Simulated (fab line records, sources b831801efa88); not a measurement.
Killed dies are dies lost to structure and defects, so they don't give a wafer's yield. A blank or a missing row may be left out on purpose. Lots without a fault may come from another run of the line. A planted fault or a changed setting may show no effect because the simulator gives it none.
Which tool did it? | flow sky130 | 11 lots, 33 wafers sampled, at 2 steps of a route of 708

WHAT THE GAUGES READ, wafer by wafer
SKY_SPACER_THK_MEAS_01.
lot  | measured     | on            | SPACER_CVD_00_THK (nm)
L793 | day 23 10:40 | film_metro-03 | 42.7 42.3 42.7
L794 | day 23 18:23 | film_metro-04 | 43.7 43.3 43.3
L795 | day 24 09:44 | film_metro-01 | 43.1 42.6 42.9
L796 | day 24 08:32 | film_metro-01 | 42.7 42.7 43.0
L800 | day 25 20:07 | film_metro-01 | 37.4 37.4 37.4
L801 | day 26 06:03 | film_metro-04 | 37.5 37.2 37.1
L809 | day 29 03:05 | film_metro-01 | 43.4 43.2 43.0
L810 | day 29 15:05 | film_metro-01 | 43.1 43.0 42.8
L812 | day 30 12:35 | film_metro-01 | 42.8 42.7 42.8
L813 | day 31 01:40 | film_metro-03 | 42.8 42.9 43.4
L815 | day 31 01:40 | film_metro-01 | 42.9 43.0 42.8

WHICH TOOL RAN EACH LOT (tool, then ch and the chambers of the sampled wafers, then the start)
lot  | SKY_SPACER_CVD_00
L793 | lpcvd-02 ch 1, day 23 09:27
L794 | lpcvd-02 ch 1, day 23 17:11
L795 | lpcvd-02 ch 0, day 24 08:32
L796 | lpcvd-02 ch 1, day 24 07:20
L800 | lpcvd-02 ch 1, day 25 18:54
L801 | lpcvd-02 ch 1, day 26 04:51
L809 | lpcvd-02 ch 0, day 29 01:53
L810 | lpcvd-02 ch 0, day 29 13:53
L812 | lpcvd-02 ch 0, day 30 11:23
L813 | lpcvd-02 ch 1, day 31 00:27
L815 | lpcvd-02 ch 1, day 31 00:27
- SKY_SPACER_CVD_00: deposits Si3N4 from DCS/NH3, target thk 43.1 nm, time 740 s.

THE ANSWER, worked out from the rows above alone
Rule: what is usual is taken from the lots themselves. Put in order of their means at a reading, lots are off if they are a third of the lots or fewer, leave a main group of 4 or more, and stand apart from it by a gap of 3 or more times the standard deviation of the main group's means; of several such gaps the widest counts. A main group whose means are all the same, to the digits that the tables above print for the reading, isn't used. A lot without any number at a reading at which 4 lots or more have one is off too. The other lots that the step has rows for count as sound.
Off: L800, L801, at SKY_SPACER_THK_MEAS_01 (SPACER_CVD_00_THK). The main group: mean 42.9 nm, standard deviation 0.24.
A tool fits if, at a process step before that reading, it ran every lot that is off, and no sound lot after the first of them. The gauges at SKY_SPACER_THK_MEAS_01 are tried like those tools. None of those tried fits.

WHAT THE SIMULATOR HAD PUT IN
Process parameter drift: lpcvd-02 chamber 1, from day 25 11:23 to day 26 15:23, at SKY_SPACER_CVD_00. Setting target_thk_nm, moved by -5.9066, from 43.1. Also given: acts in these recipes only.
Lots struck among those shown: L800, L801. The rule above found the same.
